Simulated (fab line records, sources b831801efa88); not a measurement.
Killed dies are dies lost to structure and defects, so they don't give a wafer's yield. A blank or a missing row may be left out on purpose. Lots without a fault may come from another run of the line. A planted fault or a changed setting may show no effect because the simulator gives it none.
Problem report in the 8D (eight disciplines) form, filled by code | flow sky130 | the parts of the form that need people (team, actions taken, sign-off) are left out

1. THE PROBLEM
VT_ADJUST_LVTN_2_TW at SKY_VT_ADJUST_LVTN_TW_MEAS_21 reads a mean of 206 on 6 wafers of 2 lots; wafers without a fault read 188 with a standard deviation of 3. That is +6.1 standard deviations from the usual mean.
First seen on wafer L799.1, day 11 19:07, on film_metro-03. The record holds 39 wafers of 13 lots with a number at this step. Rule for "out", or "out of limits": more than 4 standard deviations from the usual mean. The other wafers with a number count as sound.

2. WHAT IT IS AND WHAT IT IS NOT
question                    | is                           | is not
which readings at this step | VT_ADJUST_LVTN_2_TW          | -
which lots                  | L799, L800                   | L786, L787, L789, L790, L793, L794, L795, L796, L805, L806, L807
which wafers of those lots  | all that have a number       | -
read on which gauges        | film_metro-02, film_metro-03 | film_metro-04
when                        | from day 11 19:07            | up to then (24 sound wafers); but 9 sound wafers of L805, L806, L807 came after

3. SUSPECTS, AND WHAT RULES EACH OUT
Counting: a tool at a process step up to the reading stays a suspect if it ran every lot that is out and no sound lot after the first of them.
- the gauge at SKY_VT_ADJUST_LVTN_TW_MEAS_21: ruled out. The wafers that are out were read on 2 gauges (film_metro-02, film_metro-03).
- implanter-04 at SKY_VT_ADJUST_LVTN_IMPLANT_19: kept. It ran every lot that is out, first L799 (day 11 18:52), and no sound lot after that; its last sound lot up to then is L795 (day 10 20:11). Its own readings are out on those wafers: dose_ions_cm2, faraday_current_uA.
Left after counting: implanter-04 at SKY_VT_ADJUST_LVTN_IMPLANT_19.

4. THE CAUSE (what the simulator had put in)
Process parameter drift: implanter-04, from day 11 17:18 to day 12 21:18, at SKY_VT_ADJUST_LVTN_IMPLANT_19. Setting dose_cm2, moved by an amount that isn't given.
Counting left only this tool.

5. THE CHAIN OF EFFECTS, in route order
Each row: a reading whose mean over the struck wafers that have a number lies more than 3 standard deviations from the usual. Only readings for which the record gives a usual standard deviation are gone through. hours: the time from each lot's start at the first step in this table that gives one to its start at this step, as a median over the lots. sigmas: the change in usual standard deviations.
hours | step                          | reading             | usual     | on struck wafers | change     | sigmas
0     | SKY_VT_ADJUST_LVTN_IMPLANT_19 | dose_ions_cm2       | 6.502e+11 | 9.258e+11        | +2.756e+11 | +99 or more
0     | SKY_VT_ADJUST_LVTN_IMPLANT_19 | faraday_current_uA  | 3.66      | 5.19             | +1.53      | +21
0     | SKY_VT_ADJUST_LVTN_TW_MEAS_21 | VT_ADJUST_LVTN_2_TW | 188       | 206              | +18        | +6.1
The process steps in it:
- SKY_VT_ADJUST_LVTN_IMPLANT_19
Later measuring or inspecting steps at which every struck wafer that the step has a row for has a number for every such reading, and none has moved that far: SKY_VT_ADJUST_NCORE_OVL_MEAS_08.

6. WHAT WOULD HAVE CAUGHT IT SOONER
In this record the first reading out of limits at a measuring or inspecting step was taken at day 11 19:07, 2 hours after the fault began at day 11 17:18.
The tool's own readings at SKY_VT_ADJUST_LVTN_IMPLANT_19 were out on every struck wafer that the step has a row for (dose_ions_cm2, faraday_current_uA): an alarm limit on them would have fired on the first of those.
Of the lots that are out (2), L800 began SKY_VT_ADJUST_LVTN_IMPLANT_19 on implanter-04 after day 11 19:07. A hold on the tool at that time would have spared it.
